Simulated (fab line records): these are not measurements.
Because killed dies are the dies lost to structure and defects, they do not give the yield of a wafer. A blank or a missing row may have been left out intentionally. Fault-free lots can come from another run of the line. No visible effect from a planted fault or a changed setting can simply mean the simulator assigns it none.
Matching of chambers -- flow sky130 -- SKY_VIA1_ETCH_14 on rie_diel-04: 4 sister chambers
The step etches BARC in N2/H2, stops on SiO2, time 45.9 s, target depth 60 nm. 4 wafers are shown with their chamber, then 7 later ones without.

== WAFERS, EACH WITH ITS CHAMBER ==
wafer,chamber,drypump_motor_current_A (A)
L079.3,0,6.1
L080.5,2,5.8
L082.1,3,5.6
L082.3,1,6.5

== WAFERS WITH NO CHAMBER GIVEN ==
wafer,drypump_motor_current_A (A)
L082.6,5.6
L084.1,6.5
L084.3,6.2
L084.6,5.8
L087.3,5.6
L087.5,5.6
L087.6,6.1

== WHICH CHAMBER EACH WENT THROUGH ==
wafer,from the rows above,in truth
L082.6,3,3
L084.1,1,1
L084.3,0,0
L084.6,2,2
L087.3,3,3
L087.5,3,3
L087.6,0,0
Placed correctly: 7 of 7. Number that these rows cannot place: 0. Placed wrongly: 0.
How it was worked out, from the rows above alone: a wafer's distance from a chamber is the root of the sum, over the readings, of the square of ((its reading less the chamber's mean) divided by the reading's scatter). The wafer belongs to the nearest chamber; if the next one is less than 2 further off, it can't be placed. A chamber's mean is the mean of its shown wafers. The scatter (one wafer shown for each chamber): square how far every hidden wafer sits from the nearest shown wafer, average those squares and take the square root.
